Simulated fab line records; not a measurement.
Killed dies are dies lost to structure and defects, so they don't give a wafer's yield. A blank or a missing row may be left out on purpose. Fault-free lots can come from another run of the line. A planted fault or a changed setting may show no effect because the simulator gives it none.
fab line records	flow sky130	part 1 of 2: steps 1 to 25 of 37
record lots=5	wafers=15	last-day=50
route steps=708 shown METAL2@483 VIA2@507
lots that met no fault: from a run of the same line without faults
start-h: the number of hours between the record's first day and the start of the first shown wafer of the lot	wait-h: hours from the lot's prior step to this one	" same as the row above	L1.1+2: a row that stands for several wafers	- either no value or no given start	* or withheld: withheld	< > ~ a bound
route shown NAME@n: a module of which the file shows steps, and the number in the route of the first	usual: average and standard deviation across the fault-free wafers	same: alike in all rows	chamber/n: place in a boat	sites: the reading at each site	_std_site: standard deviation across them	_edge_site: inner sites' mean taken away from outer sites' mean	radius-mm: for every site, how far away it sits from the centre of the wafer	mask NAME#n: copy n	behind: the tool/chamber that last shaped the wafer	hold: reason for holding the lot/hours on hold/outcome of the hold	device: transistor that didn't switch, given as n, p or np	end of line: tests of these same wafers at the route's end	a step with no rows: only its recipe	killed: not the wafer's yield, but the dies lost to structure and defects at the first sort	map: per-die view of a wafer (x killed, . not killed, _ where there is no die)
set.NAME: the setting as run; set.NAME@STEP: as run at that earlier step	model.NAME: the simulator's own value behind a step, which no gauge read
a table for each step, a row for each wafer; lots at some steps of the route
services: when a tool's chamber went out of use (start-h, in hours from the record's first day, below 0 if earlier), for how many hours, and the reason
## steps
# step SKY_METAL2_SPUTTER_00
# recipe material=Ti	target-thk-nm=15	power-w=3000	time-s=10	chamber-pressure-pa=0.4
# usual throttle-valve-pct=29.9/1.3
lot.wafer	tool	chamber	start-h	wait-h	throttle-valve-pct
L078.2	pvd-sputter-03	-	830.79	0.2	29.8
L078.5	"	-	"	"	29.0
L078.6	"	-	"	"	29.9
L084.1	pvd-sputter-04	-	876.70	0.2	29.4
L084.4	"	-	"	"	30.2
L084.5	"	-	"	"	28.7
L089.1	pvd-sputter-03	-	903.97	0.1	28.4
L089.2	"	-	"	"	29.8
L089.4	"	-	"	"	30.1
L092.1	pvd-sputter-02	-	936.50	0.1	30.4
L092.3	"	-	"	"	29.4
L092.5	"	-	"	"	31.6
L096.4	pvd-sputter-03	-	947.11	0.2	28.6
L096.5	"	-	"	"	30.3
L096.6	"	-	"	"	29.0
# step SKY_METAL2_SPUTTER_01
# recipe material=TiN	target-thk-nm=20	power-w=6500	time-s=16.7	chamber-pressure-pa=0.4
# usual throttle-valve-pct=29.9/1.3
lot.wafer	tool	chamber	start-h	wait-h	throttle-valve-pct
L078.2	pvd-sputter-03	-	830.81	0.0	29.6
L078.5	"	-	"	"	28.9
L078.6	"	-	"	"	29.9
L084.1	pvd-sputter-04	-	876.72	0.0	29.3
L084.4	"	-	"	"	30.0
L084.5	"	-	"	"	28.4
L089.1	pvd-sputter-03	-	904.00	0.0	28.7
L089.2	"	-	"	"	29.6
L089.4	"	-	"	"	30.0
L092.1	pvd-sputter-02	-	936.52	0.0	30.5
L092.3	"	-	"	"	29.1
L092.5	"	-	"	"	31.5
L096.4	pvd-sputter-03	-	947.13	0.0	28.7
L096.5	"	-	"	"	30.3
L096.6	"	-	"	"	29.1
# step SKY_METAL2_SPUTTER_02
# recipe material=AlCu	target-thk-nm=250	power-w=10600	time-s=13.3	chamber-pressure-pa=0.4
# usual throttle-valve-pct=29.8/1.3
lot.wafer	tool	chamber	start-h	wait-h	throttle-valve-pct
L078.2	pvd-sputter-03	-	830.84	0.0	29.7
L078.5	"	-	"	"	29.0
L078.6	"	-	"	"	29.7
L084.1	pvd-sputter-04	-	876.74	0.0	29.6
L084.4	"	-	"	"	30.1
L084.5	"	-	"	"	28.5
L089.1	pvd-sputter-03	-	904.02	0.0	28.5
L089.2	"	-	"	"	29.6
L089.4	"	-	"	"	30.3
L092.1	pvd-sputter-02	-	936.55	0.0	30.6
L092.3	"	-	"	"	29.4
L092.5	"	-	"	"	31.5
L096.4	pvd-sputter-03	-	947.16	0.0	28.5
L096.5	"	-	"	"	30.1
L096.6	"	-	"	"	29.0
# step SKY_METAL2_SPUTTER_03
# recipe material=Ti	target-thk-nm=5	power-w=3000	time-s=3.3	chamber-pressure-pa=0.4
# usual throttle-valve-pct=29.9/1.3
lot.wafer	tool	chamber	start-h	wait-h	throttle-valve-pct
L078.2	pvd-sputter-03	-	830.86	0.0	29.7
L078.5	"	-	"	"	29.1
L078.6	"	-	"	"	29.7
L084.1	pvd-sputter-04	-	876.77	0.0	29.7
L084.4	"	-	"	"	30.2
L084.5	"	-	"	"	28.5
L089.1	pvd-sputter-03	-	904.05	0.0	28.5
L089.2	"	-	"	"	29.5
L089.4	"	-	"	"	30.2
L092.1	pvd-sputter-02	-	936.57	0.0	30.5
L092.3	"	-	"	"	29.2
L092.5	"	-	"	"	31.8
L096.4	pvd-sputter-03	-	947.18	0.0	28.5
L096.5	"	-	"	"	30.0
L096.6	"	-	"	"	28.8
# step SKY_METAL2_SPUTTER_04
# recipe material=TiN	target-thk-nm=70	power-w=6500	time-s=58.3	chamber-pressure-pa=0.4
# usual throttle-valve-pct=29.8/1.3
lot.wafer	tool	chamber	start-h	wait-h	throttle-valve-pct
L078.2	pvd-sputter-03	-	830.88	0.0	29.8
L078.5	"	-	"	"	28.9
L078.6	"	-	"	"	29.5
L084.1	pvd-sputter-04	-	876.79	0.0	29.3
L084.4	"	-	"	"	30.1
L084.5	"	-	"	"	28.3
L089.1	pvd-sputter-03	-	904.07	0.0	28.5
L089.2	"	-	"	"	29.4
L089.4	"	-	"	"	30.4
L092.1	pvd-sputter-02	-	936.59	0.0	30.6
L092.3	"	-	"	"	29.0
L092.5	"	-	"	"	31.5
L096.4	pvd-sputter-03	-	947.20	0.0	28.5
L096.5	"	-	"	"	30.1
L096.6	"	-	"	"	29.0
# step SKY_METAL2_RS_MEAS_05
# recipe thk-meas-gauge=four-point-probe	reads=TiN_of_METAL2_SPUTTER_04+Ti_of_METAL2_SPUTTER_03+AlCu_of_METAL2_SPUTTER_02+TiN_of_METAL2_SPUTTER_01+Ti_of_METAL2_SPUTTER_00
# usual METAL2_ALCU_RS=0.1264/0.0011
lot.wafer	tool	chamber	start-h	wait-h	METAL2_ALCU_RS[ohm/sq]
L078.2	film-metro-01	-	830.95	0.0	0.1260
L078.5	"	-	"	"	0.1253
L078.6	"	-	"	"	0.1249
L084.1	film-metro-01	-	876.84	0.0	0.1271
L084.4	"	-	"	"	0.1278
L084.5	"	-	"	"	0.1267
L089.1	film-metro-04	-	904.11	0.0	0.1270
L089.2	"	-	"	"	0.1274
L089.4	"	-	"	"	0.1268
L092.1	film-metro-04	-	936.64	0.0	0.1272
L092.3	"	-	"	"	0.1266
L092.5	"	-	"	"	0.1262
L096.4	film-metro-01	-	947.31	0.1	0.1271
L096.5	"	-	"	"	0.1262
L096.6	"	-	"	"	0.1257
# step SKY_METAL2_THK_MEAS_06
# recipe thk-meas-gauge=xrf	reads=AlCu_of_METAL2_SPUTTER_02
# usual METAL2_ALCU_THK=243.2/2.6
lot.wafer	tool	chamber	start-h	wait-h	METAL2_ALCU_THK[nm]
L078.2	film-metro-01	-	831.06	0.1	242.2
L078.5	"	-	"	"	247.0
L078.6	"	-	"	"	246.2
L084.1	film-metro-01	-	876.96	0.1	239.6
L084.4	"	-	"	"	238.8
L084.5	"	-	"	"	238.9
L089.1	film-metro-04	-	904.23	0.1	242.8
L089.2	"	-	"	"	243.0
L089.4	"	-	"	"	244.0
L092.1	film-metro-04	-	936.76	0.1	243.0
L092.3	"	-	"	"	244.9
L092.5	"	-	"	"	244.3
L096.4	film-metro-01	-	947.40	0.1	239.3
L096.5	"	-	"	"	239.6
L096.6	"	-	"	"	242.1
# step SKY_METAL2_DEHYDRATE_07
# recipe temp-c=200	time-s=60
# usual heater-power-total-W=160.37/0.13	plate-temp-C=200.00/0.17
lot.wafer	tool	chamber	start-h	wait-h	heater-power-total-W	plate-temp-C
L078.2	litho-track-04	0	842.92	11.8	160.32	199.99
L078.5	"	0	"	"	160.31	199.97
L078.6	"	0	"	"	160.41	199.90
L084.1	litho-track-04	0	888.99	12.0	160.45	199.99
L084.4	"	0	"	"	160.39	199.88
L084.5	"	0	"	"	160.17	199.74
L089.1	litho-track-04	0	915.84	11.6	160.23	200.16
L089.2	"	0	"	"	160.42	200.16
L089.4	"	0	"	"	160.34	200.38
L092.1	litho-track-03	0	947.60	10.8	160.34	200.00
L092.3	"	0	"	"	160.47	199.89
L092.5	"	0	"	"	160.37	199.86
L096.4	litho-track-03	0	959.08	11.7	160.46	200.05
L096.5	"	0	"	"	160.60	199.96
L096.6	"	0	"	"	160.19	200.04
# step SKY_METAL2_HMDS_08
# recipe prime-time-s=60	prime-temp-c=120
# usual prime-temp-c=119.97/0.14
lot.wafer	tool	chamber	start-h	wait-h	prime-temp-c
L078.2	litho-track-04	0	843.07	0.1	120.07
L078.5	"	0	"	"	120.05
L078.6	"	0	"	"	119.99
L084.1	litho-track-04	0	889.14	0.1	119.92
L084.4	"	0	"	"	120.11
L084.5	"	0	"	"	119.96
L089.1	litho-track-04	0	915.99	0.1	119.92
L089.2	"	0	"	"	120.00
L089.4	"	0	"	"	119.92
L092.1	litho-track-03	0	947.75	0.1	119.89
L092.3	"	0	"	"	120.07
L092.5	"	0	"	"	119.81
L096.4	litho-track-03	0	959.23	0.1	120.11
L096.5	"	0	"	"	120.26
L096.6	"	0	"	"	120.13
# step SKY_METAL2_COAT_09
# recipe resist=BARC	temp-c=withheld	time-s=withheld	spin-rpm=3000	resist-thk-nm=60
lot.wafer	tool	chamber	start-h	wait-h
L078.2+5+6	litho-track-04	0	843.22	0.1
L084.1+4+5	litho-track-04	0	889.29	0.1
L089.1+2+4	litho-track-04	0	916.14	0.1
L092.1+3+5	litho-track-03	0	947.90	0.1
L096.4+5+6	litho-track-03	0	959.38	0.1
# step SKY_METAL2_COAT_10
# recipe resist=KrF-thick	spin-rpm=3000	resist-thk-nm=450
lot.wafer	tool	chamber	start-h	wait-h
L078.2+5+6	litho-track-04	0	-	-
L084.1+4+5	litho-track-04	0	-	-
L089.1+2+4	litho-track-04	0	-	-
L092.1+3+5	litho-track-03	0	-	-
L096.4+5+6	litho-track-03	0	-	-
# step SKY_METAL2_SOFTBAKE_11
# recipe temp-c=100	time-s=90	resist=KrF-thick
# usual heater-power-total-W=57.38/0.12	plate-temp-C=100.03/0.14
lot.wafer	tool	chamber	start-h	wait-h	heater-power-total-W	plate-temp-C
L078.2	litho-track-04	0	-	-	57.44	100.16
L078.5	"	0	"	"	57.38	100.22
L078.6	"	0	"	"	57.30	100.14
L084.1	litho-track-04	0	-	-	57.32	100.12
L084.4	"	0	"	"	57.51	100.02
L084.5	"	0	"	"	57.33	100.23
L089.1	litho-track-04	0	-	-	57.24	100.03
L089.2	"	0	"	"	57.28	99.89
L089.4	"	0	"	"	57.42	100.16
L092.1	litho-track-03	0	-	-	57.35	100.00
L092.3	"	0	"	"	57.34	99.89
L092.5	"	0	"	"	57.27	99.93
L096.4	litho-track-03	0	-	-	57.35	100.10
L096.5	"	0	"	"	57.43	99.87
L096.6	"	0	"	"	57.59	99.93
# step SKY_METAL2_EXPOSE_12
# recipe mask-id=MM2	na=0.8	source-shape=annular	sigma-inner=0.55	sigma-outer=0.85	target-cd-nm=140	dose-mj=28
lot.wafer	tool	chamber	start-h	wait-h	mask
L078.2+5+6	krf-scanner-02	0	-	-	MM2#0
L084.1+4+5	krf-scanner-01	0	-	-	MM2#0
L089.1+2+4	krf-scanner-02	0	-	-	MM2#0
L092.1+3+5	krf-scanner-01	0	-	-	MM2#0
L096.4+5+6	krf-scanner-01	0	-	-	MM2#0
# step SKY_METAL2_PEB_13
# recipe peb-temp-c=withheld	peb-time-s=withheld	resist=KrF-thick
lot.wafer	tool	chamber	start-h	wait-h
L078.2+5+6	litho-track-03	0	-	-
L084.1+4+5	litho-track-04	0	-	-
L089.1+2+4	litho-track-03	0	-	-
L092.1+3+5	litho-track-03	0	-	-
L096.4+5+6	litho-track-03	0	-	-
# step SKY_METAL2_DEVELOP_14
# recipe develop-time-s=60	resist=KrF-thick	dev-temp-c=21
# usual developer-temp-C=21.00/0.11
# same develop-time-s=60
lot.wafer	tool	chamber	start-h	wait-h	developer-temp-C
L078.2	litho-track-03	0	-	-	21.12
L078.5	"	0	"	"	21.03
L078.6	"	0	"	"	21.15
L084.1	litho-track-04	0	-	-	20.97
L084.4	"	0	"	"	20.92
L084.5	"	0	"	"	20.99
L089.1	litho-track-03	0	-	-	20.83
L089.2	"	0	"	"	20.88
L089.4	"	0	"	"	20.86
L092.1	litho-track-03	0	-	-	21.02
L092.3	"	0	"	"	21.28
L092.5	"	0	"	"	21.10
L096.4	litho-track-03	0	-	-	20.98
L096.5	"	0	"	"	21.15
L096.6	"	0	"	"	20.96
# step SKY_METAL2_CD_MEAS_15
# recipe target-cd-nm=140
# usual cd-nm=140.0/1.6
lot.wafer	tool	chamber	start-h	wait-h	cd-nm
L078.2	cd-sem-02	-	856.72	-	141.6
L078.5	"	-	"	"	141.9
L078.6	"	-	"	"	141.7
L084.1	cd-sem-02	-	902.59	-	139.8
L084.4	"	-	"	"	141.3
L084.5	"	-	"	"	141.3
L089.1	cd-sem-01	-	928.95	-	140.8
L089.2	"	-	"	"	138.8
L089.4	"	-	"	"	140.1
L092.1	cd-sem-01	-	960.45	-	141.0
L092.3	"	-	"	"	140.8
L092.5	"	-	"	"	140.3
L096.4	cd-sem-02	-	971.66	-	140.6
L096.5	"	-	"	"	140.2
L096.6	"	-	"	"	140.1
# step SKY_METAL2_OVL_MEAS_16
# usual METAL2_OVL=2/5.7
lot.wafer	tool	chamber	start-h	wait-h	METAL2_OVL[nm]
L078.2	overlay-02	-	856.83	0.1	2
L078.5	"	-	"	"	2
L078.6	"	-	"	"	-4
L084.1	overlay-01	-	902.71	0.1	6
L084.4	"	-	"	"	-1
L084.5	"	-	"	"	5
L089.1	overlay-02	-	929.07	0.1	5
L089.2	"	-	"	"	-2
L089.4	"	-	"	"	0
L092.1	overlay-02	-	960.57	0.1	8
L092.3	"	-	"	"	4
L092.5	"	-	"	"	14
L096.4	overlay-02	-	971.74	0.1	0
L096.5	"	-	"	"	1
L096.6	"	-	"	"	1
# step SKY_METAL2_DESCUM_17
# recipe chemistry=O2	source-power-w=150	bias-power-w=0	pressure-mtorr=10	temp-c=40	time-s=8
# usual drypump-motor-current-A=6.2/0.36	oes-product-au=0.999/0.0078	temp-c=40.01/0.11
lot.wafer	tool	chamber	start-h	wait-h	drypump-motor-current-A	oes-product-au	rf-hours-counter-h	temp-c
L078.2	rie-metal-04	0	856.86	0.0	6.3	1.009	5	39.79
L078.5	"	1	"	"	5.7	0.983	-	39.96
L078.6	"	0	"	"	6.3	1.004	-	39.99
L084.1	rie-metal-02	0	902.75	0.0	5.6	1.006	7	40.02
L084.4	"	1	"	"	6.2	0.990	-	39.93
L084.5	"	0	"	"	5.6	1.001	-	40.13
L089.1	rie-metal-01	1	929.11	0.0	6.6	1.001	7	40.06
L089.2	"	1	"	"	6.6	0.997	-	39.89
L089.4	"	1	"	"	6.6	0.992	-	40.01
L092.1	rie-metal-04	0	960.61	0.0	6.3	1.014	11	40.01
L092.3	"	0	"	"	6.3	1.013	-	40.23
L092.5	"	1	"	"	5.7	1.005	-	39.89
L096.4	rie-metal-01	0	971.77	0.0	6.1	0.987	-	39.93
L096.5	"	1	"	"	6.6	0.993	-	40.00
L096.6	"	0	"	"	6.1	0.998	-	39.92
# step SKY_METAL2_ETCH_18
# recipe chemistry=N2/H2	target=BARC	ion-energy-ev=200	bias-w=100	pressure-mtorr=30	n2-flow-sccm=100	h2-flow-sccm=200	icp-w=500	stop-on=SiO2	time-s=45.9	target-depth-a=600
# usual drypump-motor-current-A=6.2/0.36	oes-product-au=0.855/0.0051	throttle-valve-pct=13.225/0.0093
lot.wafer	tool	chamber	start-h	wait-h	drypump-motor-current-A	oes-product-au	rf-hours-counter-h	throttle-valve-pct
L078.2	rie-metal-04	0	856.89	0.0	6.3	0.863	5	13.237
L078.5	"	1	"	"	5.8	0.852	-	13.216
L078.6	"	0	"	"	6.4	0.852	-	13.214
L084.1	rie-metal-02	0	902.78	0.0	5.6	0.860	7	13.221
L084.4	"	1	"	"	6.2	0.857	-	13.216
L084.5	"	0	"	"	5.5	0.852	-	13.229
L089.1	rie-metal-01	1	929.17	0.1	6.6	0.844	7	13.232
L089.2	"	1	"	"	6.6	0.856	-	13.221
L089.4	"	1	"	"	6.6	0.855	-	13.247
L092.1	rie-metal-04	0	960.64	0.0	6.3	0.856	11	13.215
L092.3	"	0	"	"	6.3	0.856	-	13.213
L092.5	"	1	"	"	5.8	0.849	-	13.213
L096.4	rie-metal-01	0	971.81	0.0	6.1	0.853	-	13.219
L096.5	"	1	"	"	6.6	0.855	-	13.227
L096.6	"	0	"	"	6.1	0.848	-	13.222
# step SKY_METAL2_METAL_ETCH_19
# recipe target-depth-a=3600	stop-on=SiO2	over-etch-frac=0.3	time-s=78	chemistry=Cl2/BCl3	resist-sidewall-deg=88	pressure-mtorr=10	icp-w=900	bias-w=48.5	Cl2_flow_sccm=60	bcl3-flow-sccm=30
# usual drypump-motor-current-A=6.2/0.36	oes-product-au=0.856/0.0051	throttle-valve-pct=22.266/0.0099
lot.wafer	tool	chamber	start-h	wait-h	drypump-motor-current-A	oes-product-au	rf-hours-counter-h	throttle-valve-pct
L078.2	rie-metal-04	0	856.95	0.0	6.3	0.855	5	22.260
L078.5	"	1	"	"	5.7	0.861	-	22.259
L078.6	"	0	"	"	6.3	0.853	-	22.277
L084.1	rie-metal-02	0	902.84	0.0	5.6	0.851	8	22.245
L084.4	"	1	"	"	6.1	0.857	-	22.268
L084.5	"	0	"	"	5.6	0.856	-	22.267
L089.1	rie-metal-01	1	929.30	0.1	6.6	0.847	7	22.270
L089.2	"	1	"	"	6.6	0.855	-	22.272
L089.4	"	1	"	"	6.6	0.850	-	22.253
L092.1	rie-metal-04	0	960.70	0.0	6.3	0.855	11	22.264
L092.3	"	0	"	"	6.3	0.856	-	22.253
L092.5	"	1	"	"	5.7	0.854	-	22.255
L096.4	rie-metal-01	0	971.88	0.1	6.2	0.855	-	22.266
L096.5	"	1	"	"	6.6	0.854	-	22.262
L096.6	"	0	"	"	6.1	0.863	-	22.266
# step SKY_METAL2_STRIP_20
# recipe chemistry=O2/N2	power-w=1400	pressure-mtorr=1500	platen-temp-c=withheld	o2-flow-sccm=3000	n2-flow-sccm=300	overash-fraction=0.5
# usual drypump-motor-current-A=5.9/0.47	oes-product-au=0.343/0.0046	strip-time-to-endpoint-s=2.70/0.033
lot.wafer	tool	chamber	start-h	wait-h	drypump-motor-current-A	oes-product-au	rf-hours-counter-h	strip-time-to-endpoint-s
L078.2	plasma-asher-03	0	857.04	0.1	6.1	0.346	78	2.67
L078.5	"	1	"	"	5.5	0.333	-	2.69
L078.6	"	0	"	"	6.1	0.343	-	2.69
L084.1	plasma-asher-01	1	902.93	0.1	5.7	0.328	18	2.65
L084.4	"	0	"	"	6.7	0.348	-	2.69
L084.5	"	0	"	"	6.8	0.336	-	2.65
L089.1	plasma-asher-03	0	929.48	0.1	6.1	0.337	85	2.71
L089.2	"	1	"	"	5.5	0.333	85	2.70
L089.4	"	0	"	"	6.1	0.338	-	2.68
L092.1	plasma-asher-02	0	960.79	0.1	5.4	0.334	119	2.67
L092.3	"	0	"	"	5.4	0.345	-	2.67
L092.5	"	0	"	"	5.4	0.343	-	2.73
L096.4	plasma-asher-02	0	971.98	0.1	5.4	0.342	-	2.76
L096.5	"	1	"	"	6.2	0.348	-	2.77
L096.6	"	0	"	"	5.4	0.350	-	2.76
# step SKY_METAL2_STRIP_21
# recipe chemistry=post-etch-residue-remover	time-s=1200	temp-c=72.5
# usual bath-heat-duty-pct=14.6/1.7	temp-c=72.49/0.12
lot.wafer	tool	chamber	start-h	wait-h	bath-heat-duty-pct	temp-c
L078.2	wet-bench-02	3	857.14	0.1	12.2	72.45
L078.5	"	3	"	"	13.8	72.41
L078.6	"	3	"	"	12.8	72.31
L084.1	wet-bench-01	3	903.03	0.1	18.4	72.36
L084.4	"	3	"	"	18.6	72.40
L084.5	"	3	"	"	15.5	72.48
L089.1	wet-bench-02	2	929.58	0.1	14.0	72.34
L089.2	"	2	"	"	14.9	72.55
L089.4	"	2	"	"	14.8	72.38
L092.1	wet-bench-03	2	960.89	0.1	17.7	72.31
L092.3	"	2	"	"	16.3	72.36
L092.5	"	2	"	"	15.9	72.53
L096.4	wet-bench-01	2	972.04	0.0	13.0	72.65
L096.5	"	2	"	"	13.6	72.44
L096.6	"	2	"	"	12.4	72.48
# step SKY_METAL2_CLEAN_22
# recipe chemistry=IPA	time-s=180	temp-c=25
# usual bath-heat-duty-pct=6.2/0.77	temp-c=24.99/0.11
lot.wafer	tool	chamber	start-h	wait-h	bath-heat-duty-pct	temp-c
L078.2	wet-bench-03	2	857.55	0.0	7.3	24.65
L078.5	"	2	"	"	7.0	24.82
L078.6	"	2	"	"	6.8	24.71
L084.1	wet-bench-01	2	903.72	0.0	5.5	25.00
L084.4	"	2	"	"	5.7	25.12
L084.5	"	2	"	"	5.2	25.07
L089.1	wet-bench-01	1	929.95	0.0	6.7	24.98
L089.2	"	1	"	"	5.4	25.11
L089.4	"	1	"	"	6.3	25.11
L092.1	wet-bench-02	2	961.24	0.0	6.1	24.96
L092.3	"	2	"	"	6.1	24.92
L092.5	"	2	"	"	6.7	24.90
L096.4	wet-bench-02	3	972.73	0.0	6.6	25.11
L096.5	"	3	"	"	5.1	24.96
L096.6	"	3	"	"	5.5	24.90
# step SKY_METAL2_CLEAN_23
# recipe chemistry=O3/DIW	dry=n2-spin
lot.wafer	tool	chamber	start-h	wait-h
L078.2+5+6	wet-bench-01	3	857.61	0.0
L084.1+4+5	wet-bench-02	2	903.83	0.0
L089.1+2+4	wet-bench-02	1	930.01	0.0
L092.1+3+5	wet-bench-03	0	961.29	0.0
L096.4+5+6	wet-bench-01	2	972.79	0.0
# step SKY_VIA2_HDPCVD_00
# recipe material=SiO2	target-thk-nm=1180	sigma-open-frac=0.3	time-s=196.7	temp-c=400	sih4-flow-sccm=60	pressure-mtorr=6
lot.wafer	tool	chamber	start-h	wait-h
L078.2+5+6	hdpcvd-02	0,1,2	857.72	0.0
L084.1+4+5	hdpcvd-02	0,2,0	903.92	0.0
L089.1+2+4	hdpcvd-02	1,2,1	930.11	0.0
L092.1+3+5	hdpcvd-02	2,1,2	961.39	0.0
L096.4+5+6	hdpcvd-01	2,1,0	973.03	0.1
